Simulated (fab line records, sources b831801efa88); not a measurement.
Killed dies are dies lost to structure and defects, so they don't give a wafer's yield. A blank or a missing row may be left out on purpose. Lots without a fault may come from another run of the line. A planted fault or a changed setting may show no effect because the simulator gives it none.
Which tool did it? | flow gf180mcu | 7 lots, 21 wafers sampled, at 1 step of a route of 602

WHAT THE GAUGES READ, wafer by wafer
GF_V4_THK_MEAS_03.
lot  | measured     | on            | V4_CVD_02_THK (nm)
L327 | day 23 20:27 | film_metro-02 | 868 839 866
L330 | day 24 22:40 | film_metro-02 | 843 834 844
L332 | day 25 16:46 | film_metro-02 | 861 869 855
L336 | day 26 22:53 | film_metro-02 | 843 862 873
L338 | day 27 15:08 | film_metro-04 | 843 833 853
L340 | day 28 04:54 | film_metro-01 | 844 850 872
L342 | day 28 16:52 | film_metro-04 | 841 839 859

WHICH TOOL RAN EACH LOT (tool, then ch and the chambers of the sampled wafers, then the start)
The record holds no process step before these readings.

THE ANSWER, worked out from the rows above alone
Rule: what is usual is taken from the lots themselves. Put in order of their means at a reading, lots are off if they are a third of the lots or fewer, leave a main group of 4 or more, and stand apart from it by a gap of 3 or more times the standard deviation of the main group's means; of several such gaps the widest counts. A main group whose means are all the same, to the digits that the tables above print for the reading, isn't used. A lot without any number at a reading at which 4 lots or more have one is off too. The other lots that the step has rows for count as sound.
No lot is off at any reading shown: from this, nothing can be told.

WHAT THE SIMULATOR HAD PUT IN
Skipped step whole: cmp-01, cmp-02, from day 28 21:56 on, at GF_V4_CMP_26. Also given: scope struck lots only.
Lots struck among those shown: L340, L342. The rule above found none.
